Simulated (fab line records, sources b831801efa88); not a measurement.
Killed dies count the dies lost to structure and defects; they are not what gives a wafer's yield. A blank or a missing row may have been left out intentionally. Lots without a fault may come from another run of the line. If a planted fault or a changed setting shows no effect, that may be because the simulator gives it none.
fab line records	flow sky130	part 1 of 2: steps 1 to 23 of 33
record: lots: 5	wafers: 15	last_day: 49
route steps=708 shown METAL1@453 VIA1@458 METAL2@483
lots that met no fault: taken from a fault-free run of the same line
start_h: hours from the record's first day to the start of the lot's first wafer shown	wait_h: time in hours since the lot's previous step	" as in the row above	L1.1+2: one row covering several wafers at once	- either no value or no given start	* or withheld: withheld	< > ~ a bound
route shown NAME@n: names a module that has steps shown in the file, with the first one's number in the route	usual: average and standard deviation across the fault-free wafers	same: alike in all rows	chamber/n: place in a boat	sites: readings site by site	_std_site: the standard deviation of these	_edge_site: mean of outer sites minus mean of inner sites	radius_mm: for every site, how far away it sits from the centre of the wafer	mask NAME#n: copy n	behind: the most recent tool/chamber to have shaped the wafer	hold: what put the lot on hold/how long, in hours/how the hold closed	device: transistor that didn't switch, given as n, p or np	end of line: tests run on the same wafers once the route is complete	step lacking rows: just its recipe	killed: the dies lost at the first sort to structure and to defects; this is not the yield of the wafer	map: dies across one wafer; x = killed, . = not, _ = none there
set.NAME: setting as actually run; set.NAME@STEP: the setting as run at that earlier step	model.NAME: the simulator's own value behind a step, which no gauge read
certain route steps with their lots: each step a table, each wafer a row
services: from which hour (start_h, from the record's first day; less than 0 if before it) a tool's chamber was out of use, for how many hours, and why
== steps ==
step: SKY_METAL1_METAL_ETCH_19
recipe: target_depth_a: 3600	stop_on: SiO2	over_etch_frac: 0.3	time_s: 78	chemistry: Cl2/BCl3	resist_sidewall_deg: 88	pressure_mtorr: 10	icp_w: 900	bias_w: 48.5	Cl2_flow_sccm: 60	bcl3_flow_sccm: 30
usual: drypump_motor_current_A: 5.6/0.65	oes_product_au: 0.853/0.0061	throttle_valve_pct: 22.265/0.0091
same: time_s: 78
lot.wafer	tool	chamber	start_h	wait_h	drypump_motor_current_A	oes_product_au	rf_hours_counter_h	throttle_valve_pct
L075.1	rie_metal-03	1	756.05	0.0	6.4	0.842	4	22.259
L075.2	"	0	"	"	6.1	0.851	3	22.273
L075.4	"	1	"	"	6.4	0.855	-	22.269
L076.2	rie_metal-01	0	776.75	0.0	4.9	0.856	4	22.255
L076.5	"	1	"	"	6.1	0.848	-	22.269
L076.6	"	0	"	"	4.9	0.850	-	22.277
L085.1	rie_metal-01	0	853.89	0.0	4.9	0.849	7	22.266
L085.2	"	1	"	"	6.1	0.848	4	22.270
L085.5	"	0	"	"	4.9	0.855	-	22.282
L092.1	rie_metal-04	0	894.64	0.0	4.6	0.857	13	22.258
L092.2	"	1	"	"	5.7	0.867	1	22.266
L092.3	"	0	"	"	4.6	0.845	-	22.267
L096.3	rie_metal-04	0	919.85	0.1	4.6	0.853	-	22.252
L096.5	"	0	"	"	4.6	0.853	-	22.258
L096.6	"	1	"	"	5.6	0.850	-	22.265
step: SKY_METAL1_STRIP_20
recipe: chemistry: O2/N2	power_w: 1400	pressure_mtorr: 1500	platen_temp_c: withheld	o2_flow_sccm: 3000	n2_flow_sccm: 300	overash_fraction: 0.5
usual: drypump_motor_current_A: 5.8/0.58	oes_product_au: 0.342/0.0045	strip_time_to_endpoint_s: 2.69/0.041
lot.wafer	tool	chamber	start_h	wait_h	drypump_motor_current_A	oes_product_au	rf_hours_counter_h	strip_time_to_endpoint_s
L075.1	plasma_asher-01	1	756.14	0.1	6.4	0.333	33	2.64
L075.2	"	0	"	"	5.6	0.347	33	2.69
L075.4	"	1	"	"	6.4	0.340	-	2.60
L076.2	plasma_asher-03	1	776.84	0.1	6.0	0.343	64	2.78
L076.5	"	1	"	"	5.9	0.343	-	2.64
L076.6	"	0	"	"	5.0	0.342	-	2.71
L085.1	plasma_asher-03	1	853.98	0.1	6.0	0.346	71	2.72
L085.2	"	0	"	"	4.9	0.341	71	2.65
L085.5	"	1	"	"	6.0	0.339	-	2.75
L092.1	plasma_asher-03	1	894.73	0.1	6.0	0.346	75	2.71
L092.2	"	0	"	"	5.0	0.343	75	2.72
L092.3	"	0	"	"	5.0	0.342	-	2.69
L096.3	plasma_asher-02	0	919.94	0.1	5.3	0.338	-	2.67
L096.5	"	0	"	"	5.3	0.342	-	2.68
L096.6	"	1	"	"	6.6	0.339	-	2.69
step: SKY_METAL1_STRIP_21
recipe: chemistry: post_etch_residue_remover	time_s: 1200	temp_c: 72.5
usual: bath_guard_temp_C: 72.6/0.37	temp_c: 72.51/0.1
same: time_s: 1200
lot.wafer	tool	chamber	start_h	wait_h	bath_guard_temp_C	temp_c
L075.1	wet_bench-01	3	756.24	0.1	72.2	72.36
L075.2	"	3	"	"	72.4	72.54
L075.4	"	3	"	"	72.2	72.52
L076.2	wet_bench-01	3	776.94	0.1	72.3	72.41
L076.5	"	3	"	"	72.6	72.60
L076.6	"	3	"	"	72.5	72.52
L085.1	wet_bench-02	0	854.08	0.1	72.7	72.45
L085.2	"	0	"	"	71.8	72.44
L085.5	"	0	"	"	72.3	72.60
L092.1	wet_bench-02	1	894.83	0.1	73.0	72.47
L092.2	"	1	"	"	73.2	72.52
L092.3	"	1	"	"	72.7	72.72
L096.3	wet_bench-02	3	920.01	0.0	73.1	72.62
L096.5	"	3	"	"	72.3	72.68
L096.6	"	3	"	"	72.8	72.58
step: SKY_METAL1_CLEAN_22
recipe: chemistry: IPA	time_s: 180	temp_c: 25
usual: temp_c: 25.01/0.12
same: time_s: 180
lot.wafer	tool	chamber	start_h	wait_h	temp_c
L075.1	wet_bench-04	1	756.58	0.0	25.16
L075.2	"	1	"	"	24.99
L075.4	"	1	"	"	24.73
L076.2	wet_bench-01	1	777.28	0.0	24.99
L076.5	"	1	"	"	24.75
L076.6	"	1	"	"	25.09
L085.1	wet_bench-04	3	854.43	0.0	25.16
L085.2	"	3	"	"	25.24
L085.5	"	3	"	"	25.27
L092.1	wet_bench-04	2	895.52	0.0	25.06
L092.2	"	2	"	"	25.05
L092.3	"	2	"	"	25.10
L096.3	wet_bench-04	2	920.35	0.0	24.95
L096.5	"	2	"	"	24.98
L096.6	"	2	"	"	24.94
step: SKY_METAL1_CLEAN_23
recipe: chemistry: O3/DIW	dry: n2_spin
lot.wafer	tool	chamber	start_h	wait_h
L075.1+2+4	wet_bench-02	0	756.70	0.0
L076.2+5+6	wet_bench-02	3	777.34	0.0
L085.1+2+5	wet_bench-01	0	854.48	0.0
L092.1+2+3	wet_bench-02	1	895.58	0.0
L096.3+5+6	wet_bench-02	0	920.47	0.0
step: SKY_VIA1_HDPCVD_00
recipe: material: SiO2	target_thk_nm: 1030	sigma_open_frac: 0.3	time_s: 171.7	temp_c: 400	sih4_flow_sccm: 60	pressure_mtorr: 6
same: time_s: 171.7
lot.wafer	tool	chamber	start_h	wait_h
L075.1+2+4	hdpcvd-01	0,2,2	756.80	0.0
L076.2+5+6	hdpcvd-01	1,1,0	777.43	0.0
L085.1+2+5	hdpcvd-01	0,1,1	854.58	0.0
L092.1+2+3	hdpcvd-01	2,1,0	895.76	0.0
L096.3+5+6	hdpcvd-02	2,1,0	920.56	0.0
step: SKY_VIA1_THK_MEAS_01
recipe: reads: SiO2_of_VIA1_HDPCVD_00
usual: VIA1_HDPCVD_THK: 1031/10
lot.wafer	tool	chamber	start_h	wait_h	VIA1_HDPCVD_THK[nm]
L075.1	film_metro-01	-	756.91	0.1	1038
L075.2	"	-	"	"	1044
L075.4	"	-	"	"	1049
L076.2	film_metro-02	-	777.55	0.1	1024
L076.5	"	-	"	"	1038
L076.6	"	-	"	"	1042
L085.1	film_metro-04	-	854.69	0.1	1033
L085.2	"	-	"	"	1027
L085.5	"	-	"	"	1038
L092.1	film_metro-01	-	895.87	0.1	1036
L092.2	"	-	"	"	1051
L092.3	"	-	"	"	1037
L096.3	film_metro-04	-	920.69	0.1	1022
L096.5	"	-	"	"	1020
L096.6	"	-	"	"	1007
step: SKY_VIA1_CMP_02
recipe: material: SiO2	down_force_psi: 4	platen_rpm: 60	pad_velocity_m_s: 0.94248
usual: motor_current_A: 12.4/0.87
lot.wafer	tool	chamber	start_h	wait_h	motor_current_A
L075.2	cmp-02	1	756.97	0.0	12.4
L075.4	"	3	"	"	13.5
L075.1	"	0	"	"	13.3
L076.2	cmp-01	1	777.60	0.0	13.3
L076.5	"	1	"	"	12.7
L076.6	"	2	"	"	12.7
L085.1	cmp-02	0	854.80	0.1	12.5
L085.2	"	2	"	"	11.7
L085.5	"	3	"	"	11.8
L092.2	cmp-01	0	895.93	0.0	11.6
L092.3	"	1	"	"	13.3
L092.1	"	3	"	"	10.1
L096.3	cmp-02	2	920.88	0.2	12.2
L096.6	"	3	"	"	13.1
L096.5	"	0	"	"	13.4
step: SKY_VIA1_BOW_MEAS_03
recipe: mode: bow
usual: VIA1_BOW: 78/6.7
lot.wafer	tool	chamber	start_h	wait_h	VIA1_BOW[um]
L075.1	film_metro-04	-	757.27	0.1	76
L075.2	"	-	"	"	83
L075.4	"	-	"	"	80
L076.2	film_metro-04	-	777.92	0.3	78
L076.5	"	-	"	"	76
L076.6	"	-	"	"	82
L085.1	film_metro-02	-	855.05	0.2	75
L085.2	"	-	"	"	67
L085.5	"	-	"	"	76
L092.1	film_metro-01	-	896.23	0.1	78
L092.2	"	-	"	"	69
L092.3	"	-	"	"	79
L096.3	film_metro-02	-	921.07	0.1	81
L096.5	"	-	"	"	82
L096.6	"	-	"	"	84
step: SKY_VIA1_DEHYDRATE_04
recipe: temp_c: 200	time_s: 60
usual: chill_plate_temp_C: 23.01/0.1	exhaust_pa: 45.1/0.87
same: time_s: 60
lot.wafer	tool	chamber	start_h	wait_h	chill_plate_temp_C	exhaust_pa
L075.1	litho_track-04	0	770.69	13.4	22.94	44.6
L075.2	"	0	"	"	22.89	44.8
L075.4	"	0	"	"	23.06	45.9
L076.2	litho_track-02	0	788.37	10.4	22.87	44.8
L076.5	"	0	"	"	23.07	43.5
L076.6	"	0	"	"	23.06	43.8
L085.1	litho_track-01	0	866.25	11.2	22.85	44.2
L085.2	"	0	"	"	23.16	44.3
L085.5	"	0	"	"	23.09	45.4
L092.1	litho_track-02	0	908.89	12.6	23.06	46.2
L092.2	"	0	"	"	23.22	46.2
L092.3	"	0	"	"	22.96	45.5
L096.3	litho_track-02	0	933.29	12.2	22.92	46.3
L096.5	"	0	"	"	22.82	45.5
L096.6	"	0	"	"	22.95	45.9
step: SKY_VIA1_HMDS_05
recipe: prime_time_s: 60	prime_temp_c: 120
usual: chill_plate_temp_C: 23.01/0.1	exhaust_pa: 45.0/0.91
same: prime_time_s: 60
lot.wafer	tool	chamber	start_h	wait_h	chill_plate_temp_C	exhaust_pa
L075.1	litho_track-04	0	770.84	0.1	22.89	45.5
L075.2	"	0	"	"	23.01	45.9
L075.4	"	0	"	"	23.05	45.9
L076.2	litho_track-02	0	788.52	0.1	23.03	45.4
L076.5	"	0	"	"	23.19	44.4
L076.6	"	0	"	"	23.05	44.6
L085.1	litho_track-01	0	866.40	0.1	23.10	45.9
L085.2	"	0	"	"	22.90	44.9
L085.5	"	0	"	"	22.94	46.6
L092.1	litho_track-02	0	909.04	0.1	23.14	43.8
L092.2	"	0	"	"	23.12	44.9
L092.3	"	0	"	"	22.93	45.3
L096.3	litho_track-02	0	933.44	0.1	22.99	43.9
L096.5	"	0	"	"	23.01	43.1
L096.6	"	0	"	"	23.13	43.5
step: SKY_VIA1_COAT_06
recipe: resist: BARC	temp_c: withheld	time_s: withheld	spin_rpm: 3000	resist_thk_nm: 60
usual: chill_plate_temp_C: *	exhaust_pa: 45.0/0.88
lot.wafer	tool	chamber	start_h	wait_h	chill_plate_temp_C	exhaust_pa
L075.1	litho_track-04	0	770.99	0.1	*	45.4
L075.2	"	0	"	"	*	46.2
L075.4	"	0	"	"	*	46.0
L076.2	litho_track-02	0	788.67	0.1	*	44.9
L076.5	"	0	"	"	*	45.1
L076.6	"	0	"	"	*	45.6
L085.1	litho_track-01	0	866.55	0.1	*	43.9
L085.2	"	0	"	"	*	44.6
L085.5	"	0	"	"	*	43.5
L092.1	litho_track-02	0	909.19	0.1	*	44.7
L092.2	"	0	"	"	*	44.2
L092.3	"	0	"	"	*	45.1
L096.3	litho_track-02	0	933.59	0.1	*	44.9
L096.5	"	0	"	"	*	44.6
L096.6	"	0	"	"	*	43.5
step: SKY_VIA1_COAT_07
recipe: resist: KrF-thick	spin_rpm: 3000	resist_thk_nm: 450
usual: chill_plate_temp_C: 23.00/0.1	exhaust_pa: 45.1/0.96
lot.wafer	tool	chamber	start_h	wait_h	chill_plate_temp_C	exhaust_pa
L075.1	litho_track-04	0	-	-	22.97	43.7
L075.2	"	0	"	"	23.03	44.2
L075.4	"	0	"	"	22.91	44.9
L076.2	litho_track-02	0	-	-	23.05	44.5
L076.5	"	0	"	"	22.93	44.0
L076.6	"	0	"	"	23.10	43.4
L085.1	litho_track-01	0	-	-	23.14	44.9
L085.2	"	0	"	"	23.15	43.9
L085.5	"	0	"	"	23.10	45.6
L092.1	litho_track-02	0	-	-	22.93	44.6
L092.2	"	0	"	"	23.07	46.7
L092.3	"	0	"	"	22.94	43.0
L096.3	litho_track-02	0	-	-	22.99	44.3
L096.5	"	0	"	"	22.93	45.4
L096.6	"	0	"	"	22.97	45.6
step: SKY_VIA1_SOFTBAKE_08
recipe: temp_c: 100	time_s: 90	resist: KrF-thick
usual: chill_plate_temp_C: 22.99/0.1	exhaust_pa: 44.9/0.87
same: time_s: 90
lot.wafer	tool	chamber	start_h	wait_h	chill_plate_temp_C	exhaust_pa
L075.1	litho_track-04	0	-	-	23.11	44.7
L075.2	"	0	"	"	23.08	46.0
L075.4	"	0	"	"	23.17	44.7
L076.2	litho_track-02	0	-	-	23.00	44.0
L076.5	"	0	"	"	23.14	42.6
L076.6	"	0	"	"	23.09	45.3
L085.1	litho_track-01	0	-	-	22.97	45.8
L085.2	"	0	"	"	23.12	45.5
L085.5	"	0	"	"	22.90	45.0
L092.1	litho_track-02	0	-	-	22.88	43.4
L092.2	"	0	"	"	22.96	45.2
L092.3	"	0	"	"	23.00	45.5
L096.3	litho_track-02	0	-	-	23.16	47.3
L096.5	"	0	"	"	22.97	45.1
L096.6	"	0	"	"	22.82	45.8
step: SKY_VIA1_EXPOSE_09
recipe: mask_id: VIM	na: 0.8	source_shape: annular	sigma_inner: 0.55	sigma_outer: 0.85	target_cd_nm: 150	dose_mj: 38
lot.wafer	tool	chamber	start_h	wait_h	mask
L075.1+2+4	krf_scanner-01	0	-	-	VIM#0
L076.2+5+6	krf_scanner-01	0	-	-	VIM#0
L085.1+2+5	krf_scanner-02	0	-	-	VIM#0
L092.1+2+3	krf_scanner-02	0	-	-	VIM#0
L096.3+5+6	krf_scanner-01	0	-	-	VIM#0
step: SKY_VIA1_PEB_10
recipe: peb_temp_c: withheld	peb_time_s: withheld	resist: KrF-thick
usual: chill_plate_temp_C: *	exhaust_pa: 45.3/0.82
lot.wafer	tool	chamber	start_h	wait_h	chill_plate_temp_C	exhaust_pa
L075.1	litho_track-01	0	-	-	*	45.2
L075.2	"	0	"	"	*	44.2
L075.4	"	0	"	"	*	43.8
L076.2	litho_track-02	0	-	-	*	45.1
L076.5	"	0	"	"	*	44.8
L076.6	"	0	"	"	*	45.6
L085.1	litho_track-02	0	-	-	*	45.9
L085.2	"	0	"	"	*	46.1
L085.5	"	0	"	"	*	46.0
L092.1	litho_track-02	0	-	-	*	44.7
L092.2	"	0	"	"	*	44.5
L092.3	"	0	"	"	*	44.4
L096.3	litho_track-02	0	-	-	*	45.4
L096.5	"	0	"	"	*	44.6
L096.6	"	0	"	"	*	45.1
step: SKY_VIA1_DEVELOP_11
recipe: develop_time_s: 60	resist: KrF-thick	dev_temp_c: 21
usual: chill_plate_temp_C: 23.01/0.12	exhaust_pa: 44.9/0.99
lot.wafer	tool	chamber	start_h	wait_h	chill_plate_temp_C	exhaust_pa
L075.1	litho_track-01	0	-	-	22.78	44.7
L075.2	"	0	"	"	22.85	45.7
L075.4	"	0	"	"	22.98	45.4
L076.2	litho_track-02	0	-	-	23.01	46.6
L076.5	"	0	"	"	23.14	46.1
L076.6	"	0	"	"	22.99	46.0
L085.1	litho_track-02	0	-	-	22.88	43.2
L085.2	"	0	"	"	22.93	44.3
L085.5	"	0	"	"	22.85	42.5
L092.1	litho_track-02	0	-	-	23.10	43.4
L092.2	"	0	"	"	23.17	44.2
L092.3	"	0	"	"	23.10	43.3
L096.3	litho_track-02	0	-	-	23.10	45.9
L096.5	"	0	"	"	22.94	45.0
L096.6	"	0	"	"	23.09	46.0
step: SKY_VIA1_CD_MEAS_12
recipe: target_cd_nm: 150
usual: cd_nm: 150.4/1.5
lot.wafer	tool	chamber	start_h	wait_h	cd_nm
L075.1	cd_sem-01	-	783.14	-	149.4
L075.2	"	-	"	"	148.6
L075.4	"	-	"	"	148.3
L076.2	cd_sem-02	-	802.61	-	151.0
L076.5	"	-	"	"	150.5
L076.6	"	-	"	"	148.8
L085.1	cd_sem-01	-	880.19	-	151.1
L085.2	"	-	"	"	148.6
L085.5	"	-	"	"	148.6
L092.1	cd_sem-01	-	920.89	-	151.0
L092.2	"	-	"	"	150.8
L092.3	"	-	"	"	151.7
L096.3	cd_sem-01	-	945.08	-	152.7
L096.5	"	-	"	"	152.8
L096.6	"	-	"	"	151.1
step: SKY_VIA1_OVL_MEAS_13
usual: VIA1_OVL: 2/6.3
lot.wafer	tool	chamber	start_h	wait_h	VIA1_OVL[nm]
L075.1	overlay-01	-	783.26	0.1	5
L075.2	"	-	"	"	6
L075.4	"	-	"	"	4
L076.2	overlay-02	-	802.72	0.1	-7
L076.5	"	-	"	"	-9
L076.6	"	-	"	"	-5
L085.1	overlay-02	-	880.31	0.1	2
L085.2	"	-	"	"	-3
L085.5	"	-	"	"	6
L092.1	overlay-01	-	921.01	0.1	4
L092.2	"	-	"	"	8
L092.3	"	-	"	"	5
L096.3	overlay-02	-	945.18	0.1	6
L096.5	"	-	"	"	0
L096.6	"	-	"	"	1
step: SKY_VIA1_ETCH_14
recipe: chemistry: N2/H2	target: BARC	ion_energy_ev: 200	source_w: 500	bias_w: 100	pressure_mtorr: 30	n2_flow_sccm: 100	h2_flow_sccm: 200	stop_on: SiO2	time_s: 45.9	target_depth_a: 600
usual: drypump_motor_current_A: 5.5/0.5	oes_product_au: 0.854/0.0048	throttle_valve_pct: 13.224/0.0088
same: time_s: 45.9
lot.wafer	tool	chamber	start_h	wait_h	drypump_motor_current_A	oes_product_au	rf_hours_counter_h	throttle_valve_pct
L075.1	rie_diel-02	2	783.30	0.0	5.2	0.855	6	13.232
L075.2	"	1	"	"	5.8	0.854	2	13.226
L075.4	"	3	"	"	5.1	0.851	10	13.229
L076.2	rie_diel-01	1	802.75	0.0	5.2	0.851	6	13.227
L076.5	"	0	"	"	6.5	0.859	-	13.233
L076.6	"	3	"	"	5.8	0.851	-	13.221
L085.1	rie_diel-02	1	880.35	0.0	5.8	0.847	6	13.219
L085.2	"	2	"	"	5.2	0.858	10	13.226
L085.5	"	1	"	"	5.8	0.854	-	13.223
L092.1	rie_diel-03	1	921.05	0.0	5.0	0.857	24	13.220
L092.2	"	3	"	"	5.2	0.853	12	13.214
L092.3	"	0	"	"	5.1	0.846	14	13.221
L096.3	rie_diel-03	1	945.20	0.0	5.0	0.857	25	13.226
L096.5	"	1	"	"	5.0	0.851	-	13.231
L096.6	"	2	"	"	5.8	0.853	-	13.230
step: SKY_VIA1_ETCH_15
recipe: target: SiO2	chemistry: C4F8/O2/Ar	target_depth_nm: 351	stop_on: TiN	mask_material: KrF-thick	source_w: 1500	bias_w: 1200	pressure_mtorr: 40	c4f8_flow_sccm: withheld	O2_flow_sccm: 6	Ar_flow_sccm: 300	time_s: 54
usual: oes_product_au: 0.983/0.0058
same: time_s: 54
lot.wafer	tool	chamber	start_h	wait_h	oes_product_au	rf_hours_counter_h
L075.1	rie_diel-02	2	783.34	0.0	0.996	6
L075.2	"	1	"	"	0.981	2
L075.4	"	3	"	"	0.987	10
L076.2	rie_diel-01	1	802.79	0.0	0.989	6
L076.5	"	0	"	"	0.985	-
L076.6	"	3	"	"	0.984	-
L085.1	rie_diel-02	1	880.39	0.0	0.984	6
L085.2	"	2	"	"	0.983	10
L085.5	"	1	"	"	0.983	-
L092.1	rie_diel-03	1	921.09	0.0	0.974	24
L092.2	"	3	"	"	0.978	12
L092.3	"	0	"	"	0.975	14
L096.3	rie_diel-03	1	945.24	0.0	0.978	25
L096.5	"	1	"	"	0.978	-
L096.6	"	2	"	"	0.983	-
step: SKY_VIA1_STRIP_16
recipe: chemistry: O2/N2	power_w: 1400	pressure_mtorr: 1500	platen_temp_c: withheld	o2_flow_sccm: 3000	n2_flow_sccm: 300	overash_fraction: 0.5
usual: drypump_motor_current_A: 5.8/0.5	oes_product_au: 0.414/0.0048	strip_time_to_endpoint_s: 4.447/0.024
lot.wafer	tool	chamber	start_h	wait_h	drypump_motor_current_A	oes_product_au	rf_hours_counter_h	strip_time_to_endpoint_s
L075.1	plasma_asher-03	0	783.39	0.0	5.0	0.415	64	4.452
L075.2	"	1	"	"	6.0	0.420	64	4.436
L075.4	"	0	"	"	5.0	0.409	-	4.411
L076.2	plasma_asher-04	1	802.84	0.0	6.2	0.407	5	4.387
L076.5	"	1	"	"	6.2	0.418	-	4.421
L076.6	"	0	"	"	5.3	0.412	-	4.405
L085.1	plasma_asher-04	1	880.44	0.0	6.3	0.422	13	4.459
L085.2	"	0	"	"	5.3	0.419	13	4.442
L085.5	"	1	"	"	6.3	0.405	-	4.453
L092.1	plasma_asher-04	1	921.14	0.0	6.3	0.418	18	4.498
L092.2	"	0	"	"	5.3	0.413	18	4.465
L092.3	"	0	"	"	5.3	0.410	-	4.422
L096.3	plasma_asher-04	1	945.32	0.1	6.3	0.416	-	4.447
L096.5	"	1	"	"	6.3	0.412	-	4.459
L096.6	"	0	"	"	5.4	0.412	-	4.445
step: SKY_VIA1_STRIP_17
recipe: chemistry: post_etch_residue_remover	time_s: 1200	temp_c: 72.5
usual: bath_guard_temp_C: 72.6/0.84	temp_c: 72.47/0.11
same: time_s: 1200
lot.wafer	tool	chamber	start_h	wait_h	bath_guard_temp_C	temp_c
L075.1	wet_bench-01	1	783.49	0.1	72.7	72.45
L075.2	"	1	"	"	72.5	72.69
L075.4	"	1	"	"	72.4	72.60
L076.2	wet_bench-03	0	802.94	0.1	72.5	72.46
L076.5	"	0	"	"	72.3	72.45
L076.6	"	0	"	"	72.7	72.30
L085.1	wet_bench-01	2	880.54	0.1	71.9	72.48
L085.2	"	2	"	"	72.3	72.33
L085.5	"	2	"	"	72.5	72.34
L092.1	wet_bench-01	0	921.24	0.1	72.1	72.61
L092.2	"	0	"	"	71.9	72.46
L092.3	"	0	"	"	72.2	72.37
L096.3	wet_bench-02	0	945.39	0.0	72.2	72.58
L096.5	"	0	"	"	72.3	72.50
L096.6	"	0	"	"	72.7	72.48
